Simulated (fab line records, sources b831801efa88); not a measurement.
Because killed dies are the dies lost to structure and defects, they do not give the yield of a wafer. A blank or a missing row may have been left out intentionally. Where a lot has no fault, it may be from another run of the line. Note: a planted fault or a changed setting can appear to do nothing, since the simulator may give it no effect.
Comparing a struck lot with a sound one || flow sky130 || 17 steps out of a route of 708
Sound: wafers L309.1, L309.5, L309.6. Struck: wafer L321.3. (L321.5, L321.6 of the same lot were not struck and are left out.) The cause comes at the end.
At each step with rows: each side's tool, then ch and its chambers, then its first start. Under that, the readings that differ: sound wafers || struck wafers || difference of the means || sigmas: that difference in standard deviations of wafers without a fault.
alike: same words and numbers on both sides, and readings whose means sit less than 2 such deviations apart. not compared: any withheld reading, any reading some wafer has no value for, any bound like >300 that may hide the same value, and any number with overlapping values for which the record gives no deviation.
A row with sigmas, a row that says differs or no value, or rows on one side alone: a step with any of these is where the two part. Non-overlapping numbers with no deviation appear without sigmas and do not part them. A reading that every wafer of one side lacks parts them only if that side has two wafers or more.

SKY_FIELD_ISO_THK_MEAS_02:
  sound: filmMetro-03 at day 1 11:38; struck: filmMetro-04 at day 4 00:44
  alike: FIELD_ISO_OXIDATION_00_THK
then, 1 step without rows for these wafers: SKY_FIELD_ISO_CVD_03 (deposits Si3N4 from DCS/NH3, target thk 165 nm, time 2830 s).
SKY_FIELD_ISO_THK_MEAS_04:
  sound: filmMetro-01 at day 1 13:29; struck: filmMetro-01 at day 4 03:18
  alike: FIELD_ISO_CVD_03_THK
then, 8 steps without rows for these wafers: SKY_FIELD_ISO_DEHYDRATE_05 (time 60 s); SKY_FIELD_ISO_HMDS_06 (prime time 60 s); SKY_FIELD_ISO_COAT_07 (resist thk 60 nm); SKY_FIELD_ISO_COAT_08 (resist thk 450 nm); SKY_FIELD_ISO_SOFTBAKE_09 (time 90 s); SKY_FIELD_ISO_EXPOSE_10 (exposes mask FOM, target cd 150 nm); SKY_FIELD_ISO_PEB_11; SKY_FIELD_ISO_DEVELOP_12 (develop time 60 s).
SKY_FIELD_ISO_CD_MEAS_13: the cd target is 150 nm.
  sound: cdSem-02 at day 2 04:51; struck: cdSem-01 at day 4 20:59
  alike: cdNm
SKY_FIELD_ISO_ETCH_14: etches BARC in N2/H2, stops on SiO2, time 45.9 s, target depth 60 nm.
  sound on rieDiel-04 ch 1,2,3, day 2 04:58; struck on rieDiel-04 ch 1, day 4 21:04
{"reading": "oesProductAu (a.u.)", "sound": "0.859 0.845 0.854", "struck": 0.833, "difference": -0.020, "sigmas": -4}
{"reading": "model.KrF-thick_of_FIELD_ISO_COAT_08.thkNm (nm)", "sound": "392.5 393.8 392.5", "struck": 405.9, "difference": "+13.0", "sigmas": ""}
{"reading": "model.etch.depthNm (nm)", "sound": "59.69 59.82 59.65", "struck": 56.65, "difference": -3.07, "sigmas": ""}
  alike: drypumpMotorCurrentA, throttleValvePct
  not compared: rfHoursCounterH
SKY_FIELD_ISO_ETCH_15: etches the open film in CHF3/O2, stops on Si, target depth 180 nm, time 72 s.
  sound on rieDiel-04 ch 1,2,3, day 2 05:01; struck on rieDiel-04 ch 1, day 4 21:07
{"reading": "oesProductAu (a.u.)", "sound": "0.947 0.953 0.947", "struck": 0.915, "difference": -0.034, "sigmas": -5}
{"reading": "model.KrF-thick_of_FIELD_ISO_COAT_08.thkNm (nm)", "sound": "233.9 235.6 234.8", "struck": 251.1, "difference": "+16.3", "sigmas": ""}
  alike: O2_flow_sccm, drypumpMotorCurrentA, throttleValvePct
  not compared: rfHoursCounterH
SKY_FIELD_ISO_STRIP_16: strips in O2/N2.
  sound on plasmaAsher-03 ch 0,1, day 2 05:04; struck on plasmaAsher-03 ch 1, day 4 21:12
{"reading": "stripTimeToEndpointS (s)", "sound": "3.52 3.55 3.50", "struck": 3.70, "difference": "+0.18", "sigmas": "+5"}
  alike: drypumpMotorCurrentA, oesProductAu
  not compared: rfHoursCounterH
SKY_FIELD_ISO_ETCH_17: etches Si in HBr/Cl2/O2, target depth 342 nm, time 97.7 s.
  sound on rieSi-02 ch 0,3, day 2 05:10; struck on rieSi-01 ch 0, day 4 21:16
  alike: O2_flow_sccm, drypumpMotorCurrentA, oesProductAu, throttleValvePct
  not compared: rfHoursCounterH
-- a jump in the record: the struck wafers' starts before and after are 45 days apart (it breaks off in module FIELD_ISO and resumes in module PAD_OPEN, where the first step shown is number 708 of the route) --
SKY_PAD_OPEN_PROBE_99:
  sound: prober-02 at day 46 21:11; struck: prober-02 at day 49 15:07
{"reading": "killed_at_M0_to_M3", "sound": "36 39 39", "struck": 63, "difference": "+25", "sigmas": "+3"}
{"reading": "killedAtFrontEnd", "sound": "20 13 16", "struck": 27, "difference": "+11", "sigmas": "+3"}
{"reading": "killedDies", "sound": "89 78 76", "struck": 116, "difference": "+35", "sigmas": "+4"}
{"reading": "killedShort", "sound": "38 33 31", "struck": 51, "difference": "+17", "sigmas": "+3"}
  alike: killed_at_M4_up, killedAtContacts, killedAtOther, killedOpen

WHERE THEY PART
First at SKY_FIELD_ISO_ETCH_14; last, within this record, at SKY_PAD_OPEN_PROBE_99.

WHY: what had been put in by the simulator
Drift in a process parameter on rieDiel-04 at SKY_FIELD_ISO_ETCH_14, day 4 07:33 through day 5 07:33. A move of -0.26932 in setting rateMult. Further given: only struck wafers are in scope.
